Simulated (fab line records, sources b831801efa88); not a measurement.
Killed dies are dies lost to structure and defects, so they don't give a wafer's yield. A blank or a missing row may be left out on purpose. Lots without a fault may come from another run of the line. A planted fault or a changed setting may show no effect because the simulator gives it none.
Which tool did it? | flow sky130 | 14 lots, 42 wafers sampled, at 4 steps of a route of 708

WHAT THE GAUGES READ, wafer by wafer
SKY_VT_ADJUST_HVTR_CD_MEAS_07: target cd 380 nm.
lot  | measured     | on        | cd_nm (nm)
L853 | day 10 11:22 | cd_sem-01 | 381.3 381.1 383.5
L854 | day 10 15:24 | cd_sem-01 | 378.0 379.4 379.9
L855 | day 10 21:46 | cd_sem-01 | 380.4 382.3 379.2
L856 | day 11 02:13 | cd_sem-01 | 377.6 378.6 381.1
L857 | day 11 04:41 | cd_sem-01 | 378.7 378.1 376.8
L858 | day 11 07:12 | cd_sem-01 | 377.4 377.6 378.7
L859 | day 11 07:37 | cd_sem-01 | 381.9 382.5 381.6
L861 | day 11 08:09 | cd_sem-01 | 378.8 380.7 378.1
L864 | day 11 11:16 | cd_sem-01 | 377.3 380.0 380.7
L866 | day 11 13:38 | cd_sem-01 | 382.6 381.4 383.8
L868 | day 17 13:41 | cd_sem-01 | 378.7 380.6 378.7
L872 | day 17 16:55 | cd_sem-02 | 377.6 376.6 379.2
L870 | day 17 18:35 | cd_sem-02 | 381.7 380.2 378.9
L871 | day 17 19:30 | cd_sem-02 | 376.2 373.3 376.9

SKY_SONOS_TUNNEL_OVL_MEAS_08.
lot  | measured     | on         | SONOS_TUNNEL_OVL (nm)
L853 | day 12 12:49 | overlay-02 | 2.4 -1.5 -1.5
L854 | day 12 17:19 | overlay-01 | 1.3 1.4 -0.2
L855 | day 13 00:10 | overlay-01 | 1.6 1.2 1.0
L856 | day 13 04:34 | overlay-01 | 2.0 2.3 2.2
L857 | day 13 07:01 | overlay-01 | 1.0 1.4 2.9
L858 | day 13 08:56 | overlay-01 | -0.5 2.1 -1.1
L859 | day 13 09:04 | overlay-01 | 0.9 0.9 0.8
L861 | day 13 12:04 | overlay-01 | 0.7 0.7 2.2
L864 | day 13 14:05 | overlay-01 | 0.5 -0.7 0.6
L866 | day 13 16:13 | overlay-02 | 1.0 -0.7 -2.0
L868 | day 20 05:08 | overlay-02 | 0.1 1.8 0.6
L872 | day 20 09:13 | overlay-02 | 1.6 2.1 1.5
L870 | day 20 10:00 | overlay-02 | 1.0 0.7 2.2
L871 | day 20 10:10 | overlay-01 | 1.3 0.2 0.9

SKY_LDD_P_CD_MEAS_07: target cd 380 nm.
lot  | measured     | on        | cd_nm (nm)
L853 | day 20 11:53 | cd_sem-01 | 375.5 380.9 379.0
L854 | day 20 19:31 | cd_sem-01 | 379.1 376.9 379.0
L855 | day 21 00:31 | cd_sem-01 | 380.3 382.3 379.7
L856 | day 21 09:19 | cd_sem-01 | 380.6 378.4 378.2
L857 | day 21 12:26 | cd_sem-01 | 385.2 384.1 385.6
L858 | day 21 16:53 | cd_sem-01 | 382.3 383.8 382.7
L859 | day 21 17:52 | cd_sem-01 | 381.9 381.9 383.3
L861 | day 21 20:05 | cd_sem-01 | 377.8 378.2 376.4
L864 | day 22 01:31 | cd_sem-01 | 378.3 379.5 381.7
L866 | day 21 23:41 | cd_sem-02 | 376.7 374.7 377.0
L868 | day 28 10:05 | cd_sem-02 | 380.4 379.3 378.0
L872 | day 28 13:01 | cd_sem-02 | 384.1 382.1 384.1
L870 | day 28 13:58 | cd_sem-01 | 378.6 379.7 379.6
L871 | day 28 15:26 | cd_sem-02 | 377.3 377.8 376.3

WHICH TOOL RAN EACH LOT (tool, then ch and the chambers of the sampled wafers, then the start)
lot  | SKY_LDD_N_EXPOSE_04
L853 | iline_stepper-01 ch 0, day 18 11:41
L854 | iline_stepper-01 ch 0, day 18 19:34
L855 | iline_stepper-02 ch 0, day 19 00:53
L856 | iline_stepper-01 ch 0, day 19 09:25
L857 | iline_stepper-02 ch 0, day 19 11:47
L858 | iline_stepper-02 ch 0, day 19 16:16
L859 | iline_stepper-01 ch 0, day 19 17:00
L861 | iline_stepper-01 ch 0, day 19 20:28
L864 | iline_stepper-02 ch 0, day 20 01:55
L866 | iline_stepper-02 ch 0, day 20 00:34
L868 | iline_stepper-01, day 26 14:04
L872 | iline_stepper-01, day 26 16:31
L870 | iline_stepper-01 ch 0, day 26 18:07
L871 | iline_stepper-01 ch 0, day 26 20:11
- SKY_LDD_N_EXPOSE_04: exposes mask NTM, target cd 840 nm.

WHAT THE TOOLS THEMSELVES READ (means of the sampled wafers that have a number; where no wafer has one, the mark that the record gives instead)
SKY_LDD_N_EXPOSE_04.
lot  | tool             | exposure_dose_mJ_cm2 | focus_offset_nm (nm)
L853 | iline_stepper-01 | 109.93               | 0.0
L854 | iline_stepper-01 | 110.19               | -0.0
L855 | iline_stepper-02 | 110.09               | -0.4
L856 | iline_stepper-01 | 110.11               | -0.8
L857 | iline_stepper-02 | 109.90               | 0.3
L858 | iline_stepper-02 | 109.95               | 0.8
L859 | iline_stepper-01 | 110.07               | -0.7
L861 | iline_stepper-01 | 110.00               | 0.1
L864 | iline_stepper-02 | 109.90               | -0.6
L866 | iline_stepper-02 | 110.09               | -0.0
L868 | iline_stepper-01 | -                    | -
L872 | iline_stepper-01 | -                    | -
L870 | iline_stepper-01 | 110.02               | 0.4
L871 | iline_stepper-01 | 109.80               | 0.7

THE ANSWER, worked out from the rows above alone
Rule: what is usual is taken from the lots themselves. Put in order of their means at a reading, lots are off if they are a third of the lots or fewer, leave a main group of 4 or more, and stand apart from it by a gap of 3 or more times the standard deviation of the main group's means; of several such gaps the widest counts. A main group whose means are all the same, to the digits that the tables above print for the reading, isn't used. A lot without any number at a reading at which 4 lots or more have one is off too. The other lots that the step has rows for count as sound. The gauges are gone through in route order, then the tools' own readings, and for those a lot's mean is taken as printed above. The first step at which some lot is off is used, and at that step the reading that is off furthest; a lot without a number counts as furthest.
Off: L868, L872, at SKY_LDD_N_EXPOSE_04 (exposure_dose_mJ_cm2). Without a number there: L868, L872. The main group: mean 110.00, standard deviation 0.11.
A tool fits if, at that step or a process step before it, it ran every lot that is off, and no sound lot after the first of them. None of those tried fits.

WHAT THE SIMULATOR HAD PUT IN
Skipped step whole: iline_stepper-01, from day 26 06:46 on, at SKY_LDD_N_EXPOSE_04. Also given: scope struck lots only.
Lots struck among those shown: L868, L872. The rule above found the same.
